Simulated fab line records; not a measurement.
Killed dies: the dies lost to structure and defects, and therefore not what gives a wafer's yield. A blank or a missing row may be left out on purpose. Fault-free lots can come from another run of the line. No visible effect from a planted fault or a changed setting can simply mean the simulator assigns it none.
Chamber matching	flow gf180mcu	cmp-02 running GF_STI_CMP_25: 4 sister chambers
The step polishes, stops on Si3N4, t overpolish 33 s, target thk 524.6 nm. 4 wafers are shown with their chamber, then 8 later ones without.

== WAFERS PAIRED WITH THEIR CHAMBERS ==
wafer	chamber	motorCurrentA (A)
L429.6	0	11.9
L444.2	1	11.7
L444.6	2	10.6
L446.2	3	12.0

== WAFERS WHOSE CHAMBER IS MISSING ==
wafer	motorCurrentA (A)
L446.5	11.5
L446.6	12.8
L448.1	12.2
L448.2	10.6
L448.6	11.7
L449.1	11.8
L449.2	12.5
L449.4	10.2

== WHICH CHAMBER EACH ONE RAN IN ==
wafer	from the rows above	in truth
L446.5	can't be placed: 1 or 0 or 3 or 2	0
L446.6	can't be placed: 3 or 0 or 1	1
L448.1	can't be placed: 3 or 0 or 1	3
L448.2	2	2
L448.6	can't be placed: 1 or 0 or 3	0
L449.1	can't be placed: 0 or 1 or 3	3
L449.2	can't be placed: 3 or 0 or 1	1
L449.4	2	2
Correctly placed: 2 of 8. Can't be placed from these rows: 6 (the true chamber is among the candidates in 6). Placed wrongly: 0.
How it was worked out, from the rows above alone: a wafer's distance from a chamber is the root of the sum, over the readings, of the square of ((its reading less the chamber's mean) divided by the reading's scatter). The wafer belongs to the nearest chamber; if the next one is less than 2 further off, it can't be placed. For every chamber, the mean is computed from those of its wafers that are shown. The scatter: root of mean squared gap, hidden wafer to nearest shown wafer, with one shown wafer a chamber.
